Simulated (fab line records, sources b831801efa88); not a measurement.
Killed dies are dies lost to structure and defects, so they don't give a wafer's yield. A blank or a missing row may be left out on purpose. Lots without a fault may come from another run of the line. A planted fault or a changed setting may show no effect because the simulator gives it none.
fab line records | flow sky130
record lots=13 wafers=39 last_day=50
route steps=708 shown SD_P@324 SD_N@349 PAD_OPEN@708
lots that met no fault: from a run of the same line without faults
start_h: hours from the record's first day to the start of the lot's first wafer shown | wait_h: hours since the lot's step before | " the same as in the row above | L1.1+2: a row that stands for several wafers | - no value, or no start given | * or withheld: withheld | < > ~ a bound
route shown NAME@n: a module of which the file shows steps, and the number in the route of the first | usual: mean/standard deviation of fault-free wafers | same: alike in all rows | chamber/n: place in a boat | sites: the reading at each site | _std_site: their standard deviation | _edge_site: outer sites' mean less inner sites' | radius_mm: how far each site lies from the wafer's centre | mask NAME#n: copy n | behind: the tool/chamber that last shaped the wafer | hold: why the lot was held/for how many hours/how that ended | device: the transistor (n, p or np) that didn't switch | end of line: the same wafers' tests at the end of the route | a step without rows: its recipe alone | killed: dies lost to structure and defects at the first sort, not the wafer's yield | map: a wafer's dies, x killed, . not, _ none there
set.NAME: the setting as run; set.NAME@STEP: as run at that earlier step | model.NAME: the simulator's own value behind a step, which no gauge read
steps of the route over a sample of lots; a table a step, a row a wafer
services: from which hour (start_h, from the record's first day; less than 0 if before it) a tool's chamber was out of use, for how many hours, and why
## steps
# step SKY_SD_P_EXPOSE_04
# recipe mask_id=PSDM na=0.6 source_shape=conventional sigma_outer=0.6 polarization=unpolarized target_cd_nm=380 dose_mj=138
# usual stage_vel_mm_s=500.04/0.23
# columns lot.wafer tool chamber start_h wait_h mask stage_vel_mm_s
L616.1 iline_stepper-01 0 582.35 - PSDM#0 499.80
L616.4 " 0 " " PSDM#0 500.19
L616.6 " 0 " " PSDM#0 499.86
L617.2 iline_stepper-01 0 600.17 - PSDM#0 500.41
L617.5 " 0 " " PSDM#0 500.43
L617.6 " 0 " " PSDM#0 499.99
L618.1 iline_stepper-01 0 606.10 - PSDM#0 499.78
L618.2 " 0 " " PSDM#0 500.21
L618.6 " 0 " " PSDM#0 499.85
L619.1 iline_stepper-02 0 612.53 - PSDM#0 500.20
L619.5 " 0 " " PSDM#0 499.63
L619.6 " 0 " " PSDM#0 499.81
L621.3 iline_stepper-02 0 632.77 - PSDM#0 500.03
L621.4 " 0 " " PSDM#0 500.00
L621.5 " 0 " " PSDM#0 500.00
L625.2 iline_stepper-02 0 665.46 - PSDM#0 499.99
L625.4 " 0 " " PSDM#0 499.98
L625.6 " 0 " " PSDM#0 499.68
L626.1 iline_stepper-02 0 675.13 - PSDM#0 500.05
L626.4 " 0 " " PSDM#0 500.07
L626.5 " 0 " " PSDM#0 500.25
L630.3 iline_stepper-01 0 704.70 - PSDM#0 499.92
L630.4 " 0 " " PSDM#0 499.64
L630.6 " 0 " " PSDM#0 500.37
L633.2 iline_stepper-01 0 734.03 - PSDM#0 499.60
L633.3 " 0 " " PSDM#0 500.11
L633.6 " 0 " " PSDM#0 500.11
L634.2 iline_stepper-01 0 738.88 - PSDM#0 500.14
L634.3 " 0 " " PSDM#0 499.94
L634.5 " 0 " " PSDM#0 500.08
L635.1 iline_stepper-01 0 747.47 - PSDM#0 500.11
L635.3 " 0 " " PSDM#0 500.31
L635.5 " 0 " " PSDM#0 499.99
L636.2 iline_stepper-01 0 758.13 - PSDM#0 500.51
L636.3 " 0 " " PSDM#0 500.49
L636.5 " 0 " " PSDM#0 500.41
L637.2 iline_stepper-01 0 761.96 - PSDM#0 500.36
L637.4 " 0 " " PSDM#0 500.35
L637.5 " 0 " " PSDM#0 499.93
# step SKY_SD_P_CD_MEAS_07
# recipe target_cd_nm=380
# usual cd_nm=380.1/3
# columns lot.wafer tool chamber start_h wait_h cd_nm
L616.1 cd_sem-02 - 596.65 0.1 376.8
L616.4 " - " " 377.0
L616.6 " - " " 374.7
L617.2 cd_sem-01 - 614.48 0.1 376.9
L617.5 " - " " 381.2
L617.6 " - " " 378.7
L618.1 cd_sem-02 - 620.50 0.1 377.3
L618.2 " - " " 378.1
L618.6 " - " " 378.3
L619.1 cd_sem-02 - 627.21 0.1 380.8
L619.5 " - " " 380.2
L619.6 " - " " 381.0
L621.3 cd_sem-02 - 647.59 0.1 379.0
L621.4 " - " " 379.4
L621.5 " - " " 379.8
L625.2 cd_sem-02 - 679.58 0.1 354.7
L625.4 " - " " 354.0
L625.6 " - " " 353.0
L626.1 cd_sem-01 - 688.59 0.1 382.7
L626.4 " - " " 354.3
L626.5 " - " " 384.0
L630.3 cd_sem-02 - 717.64 0.1 385.9
L630.4 " - " " 383.8
L630.6 " - " " 382.4
L633.2 cd_sem-01 - 746.66 0.1 376.8
L633.3 " - " " 378.3
L633.6 " - " " 378.7
L634.2 cd_sem-02 - 752.47 0.1 383.8
L634.3 " - " " 381.4
L634.5 " - " " 383.0
L635.1 cd_sem-02 - 761.31 0.1 375.0
L635.3 " - " " 375.2
L635.5 " - " " 374.0
L636.2 cd_sem-01 - 770.80 0.2 384.8
L636.3 " - " " 382.4
L636.5 " - " " 383.4
L637.2 cd_sem-02 - 774.43 0.1 381.5
L637.4 " - " " 379.7
L637.5 " - " " 381.2
# step SKY_SD_P_OVL_MEAS_08
# usual SD_P_OVL=-0.2/1.4
# columns lot.wafer tool chamber start_h wait_h SD_P_OVL[nm]
L616.1 overlay-01 - 596.77 0.1 0.1
L616.4 " - " " -0.6
L616.6 " - " " 1.4
L617.2 overlay-02 - 614.59 0.1 -0.1
L617.5 " - " " 1.1
L617.6 " - " " 1.0
L618.1 overlay-01 - 620.62 0.1 -0.8
L618.2 " - " " -0.4
L618.6 " - " " -1.1
L619.1 overlay-02 - 627.33 0.1 -1.2
L619.5 " - " " -0.5
L619.6 " - " " 1.7
L621.3 overlay-01 - 647.68 0.1 -2.2
L621.4 " - " " -2.4
L621.5 " - " " -0.5
L625.2 overlay-01 - 679.69 0.1 0.3
L625.4 " - " " -1.4
L625.6 " - " " -0.3
L626.1 overlay-01 - 688.71 0.1 -2.2
L626.4 " - " " -2.2
L626.5 " - " " -1.9
L630.3 overlay-01 - 717.73 0.1 0.2
L630.4 " - " " 1.2
L630.6 " - " " 0.4
L633.2 overlay-01 - 746.77 0.1 -1.4
L633.3 " - " " 1.6
L633.6 " - " " -3.8
L634.2 overlay-01 - 752.57 0.1 0.8
L634.3 " - " " -1.8
L634.5 " - " " -0.1
L635.1 overlay-01 - 761.43 0.1 0.2
L635.3 " - " " -0.4
L635.5 " - " " -1.3
L636.2 overlay-01 - 770.91 0.1 -0.7
L636.3 " - " " -1.1
L636.5 " - " " -1.2
L637.2 overlay-02 - 774.54 0.1 3.2
L637.4 " - " " 2.8
L637.5 " - " " 2.2
# step SKY_SD_P_STRIP_10
# recipe chemistry=O2/N2 power_w=1400 pressure_mtorr=1500 platen_temp_c=withheld o2_flow_sccm=3000 n2_flow_sccm=300 overash_fraction=0.5
# usual drypump_motor_current_A=6.0/0.49 oes_product_au=0.618/0.0044 strip_time_to_endpoint_s=17.52/0.036
# columns lot.wafer tool chamber start_h wait_h drypump_motor_current_A oes_product_au rf_hours_counter_h strip_time_to_endpoint_s
L616.1 plasma_asher-02 0 596.95 0.1 5.9 0.620 79 17.54
L616.4 " 1 " " 6.2 0.623 - 17.54
L616.6 " 1 " " 6.2 0.616 - 17.54
L617.2 plasma_asher-02 1 614.77 0.1 6.2 0.611 81 17.48
L617.5 " 0 " " 6.0 0.616 - 17.56
L617.6 " 1 " " 6.2 0.622 - 17.50
L618.1 plasma_asher-03 0 620.80 0.1 6.1 0.617 20 17.55
L618.2 " 1 " " 6.7 0.617 20 17.52
L618.6 " 0 " " 6.0 0.617 - 17.57
L619.1 plasma_asher-02 1 627.52 0.1 6.2 0.621 82 17.46
L619.5 " 1 " " 6.2 0.622 - 17.46
L619.6 " 0 " " 5.9 0.618 - 17.46
L621.3 plasma_asher-01 0 647.89 0.1 6.6 0.612 - 17.54
L621.4 " 1 " " 5.0 0.618 - 17.53
L621.5 " 0 " " 6.6 0.623 - 17.55
L625.2 plasma_asher-03 1 679.87 0.1 6.7 0.613 26 17.51
L625.4 " 0 " " 6.1 0.621 - 17.51
L625.6 " 1 " " 6.7 0.625 - 17.56
L626.1 plasma_asher-03 0 688.90 0.1 6.0 0.613 27 17.47
L626.4 " 1 " " 6.6 0.613 - 17.52
L626.5 " 1 " " 6.6 0.616 - 17.51
L630.3 plasma_asher-02 1 717.94 0.1 6.2 0.626 - 17.52
L630.4 " 0 " " 5.9 0.617 - 17.54
L630.6 " 1 " " 6.2 0.623 - 17.50
L633.2 plasma_asher-02 1 746.95 0.1 6.2 0.616 94 17.52
L633.3 " 1 " " 6.2 0.612 - 17.53
L633.6 " 0 " " 5.9 0.621 - 17.55
L634.2 plasma_asher-01 0 752.75 0.1 6.5 0.617 61 17.49
L634.3 " 0 " " 6.5 0.627 - 17.49
L634.5 " 0 " " 6.5 0.620 - 17.48
L635.1 plasma_asher-02 0 761.62 0.1 5.9 0.621 95 17.53
L635.3 " 0 " " 5.9 0.620 - 17.53
L635.5 " 0 " " 5.9 0.623 - 17.52
L636.2 plasma_asher-01 1 771.09 0.1 4.9 0.609 63 17.50
L636.3 " 0 " " 6.6 0.607 - 17.53
L636.5 " 1 " " 4.9 0.616 - 17.53
L637.2 plasma_asher-02 0 774.72 0.1 5.9 0.608 97 17.62
L637.4 " 0 " " 5.9 0.610 - 17.58
L637.5 " 0 " " 5.9 0.614 - 17.61
# step SKY_SD_N_CD_MEAS_07
# recipe target_cd_nm=380
# usual cd_nm=381.1/1.9
# columns lot.wafer tool chamber start_h wait_h cd_nm
L616.1 cd_sem-01 - 655.04 0.1 380.9
L616.4 " - " " 382.0
L616.6 " - " " 379.7
L617.2 cd_sem-02 - 672.21 0.1 379.9
L617.5 " - " " 380.9
L617.6 " - " " 380.6
L618.1 cd_sem-01 - 677.49 0.1 380.2
L618.2 " - " " 379.1
L618.6 " - " " 380.8
L619.1 cd_sem-01 - 683.30 0.1 381.2
L619.5 " - " " 380.4
L619.6 " - " " 380.9
L621.3 cd_sem-01 - 703.34 0.1 384.2
L621.4 " - " " 380.6
L621.5 " - " " 383.9
L625.2 cd_sem-01 - 735.02 0.1 384.8
L625.4 " - " " 379.3
L625.6 " - " " 385.0
L626.1 cd_sem-01 - 743.90 0.1 380.2
L626.4 " - " " 383.2
L626.5 " - " " 380.6
L630.3 cd_sem-02 - 771.08 0.1 381.2
L630.4 " - " " 379.3
L630.6 " - " " 380.8
L633.2 cd_sem-02 - 799.07 0.1 380.3
L633.3 " - " " 380.3
L633.6 " - " " 381.3
L634.2 cd_sem-02 - 806.02 0.1 382.9
L634.3 " - " " 381.6
L634.5 " - " " 381.4
L635.1 cd_sem-02 - 814.15 0.1 381.6
L635.3 " - " " 382.4
L635.5 " - " " 382.7
L636.2 cd_sem-01 - 823.27 0.1 380.9
L636.3 " - " " 379.9
L636.5 " - " " 382.1
L637.2 cd_sem-01 - 827.17 0.1 380.2
L637.4 " - " " 382.8
L637.5 " - " " 382.3
# step SKY_PAD_OPEN_PROBE_99
# usual killed_at_M0_to_M3=45/7.3 killed_at_M4_up=3.1/1.7 killed_at_contacts=25/5.1 killed_at_front_end=15/4.5 killed_at_other=0.3/0.56 killed_dies=88/9.4 killed_open=47/6.6 killed_short=40/6.9
# same gross_dies=492 killed_at_back_side=0
# columns lot.wafer tool chamber start_h wait_h killed_at_M0_to_M3 killed_at_M4_up killed_at_contacts killed_at_front_end killed_at_other killed_dies killed_open killed_short
L621.3 prober-01 - 1116.96 0.2 40 4 24 13 0 81 39 42
L621.4 prober-01 - 1117.01 0.2 40 6 27 11 0 84 44 40
L621.5 prober-01 - 1117.06 0.2 32 2 36 12 1 83 53 29
# killed by level:class
L621.3 VIA1:geometric_particle:open=10 CONTACT:geometric_particle:open=8 METAL1:geometric_particle:short=8 CONTACT:geometric_particle:short=7 VIA3:geometric_particle:open=7 SPACER:geometric_particle:short=4 LOCAL_INTERCONNECT:geometric_particle:short=4 METAL2:geometric_particle:short=4
L621.4 VIA1:geometric_particle:open=13 CONTACT:geometric_particle:open=9 LI_CONTACT:geometric_particle:open=8 POLY_GATE:geometric_particle:short=5 VIA3:geometric_particle:open=5 METAL4:geometric_particle:short=5 METAL1:geometric_particle:short=4 LOCAL_INTERCONNECT:geometric_particle:short=4
L621.5 LI_CONTACT:geometric_particle:open=15 CONTACT:geometric_particle:open=14 VIA3:geometric_particle:open=9 VIA1:geometric_particle:open=6 POLY_GATE:geometric_particle:open=5 POLY_GATE:geometric_particle:short=4 VIA3:geometric_particle:short=4 METAL2:geometric_particle:short=4
## services
# columns tool chamber start_h hours kind
plasma_asher-01 - 565.19 33.9 repair
plasma_asher-02 - 577.86 1.5 repair
iline_stepper-02 - 594.40 1.7 pm
iline_stepper-02 0 608.55 - calibration
plasma_asher-03 - 637.83 1.7 repair
iline_stepper-01 0 681.41 - calibration
iline_stepper-01 - 681.72 4.4 pm
plasma_asher-03 - 710.13 1.7 repair
iline_stepper-01 - 731.03 1.7 pm
iline_stepper-02 - 742.46 12.1 repair
iline_stepper-02 - 767.11 8.9 pm
## key
first_sign step=SKY_SD_P_CD_MEAS_07 reading=cd_nm direction=down sigmas=8.7 usual=380.1 struck=354.0
effect none on later readings
met_at SKY_SD_P_EXPOSE_04
struck_lots L625,L626
struck_wafers L625.2,L625.4,L625.6,L626.4
tester_left_out L625,L626
not_acting_at SKY_SD_P_OVL_MEAS_08,SKY_SD_P_STRIP_10,SKY_SD_N_CD_MEAS_07
onset_between 632.77 665.46
fault kind=process_parameter_drift tool=iline_stepper-02 chamber=- onset_h=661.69 steps=SKY_SD_P_EXPOSE_04 channel=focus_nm offset=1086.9 shape=step end_h=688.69 scope=struck_wafers_only
# tester_left_out: of these lots the tester's yield and bins aren't shown, on N5 and GAA mostly nor the transistor test; their killed dies are dies lost to structure and defects alone, not to doping, threshold or leakage, so they don't give the yield
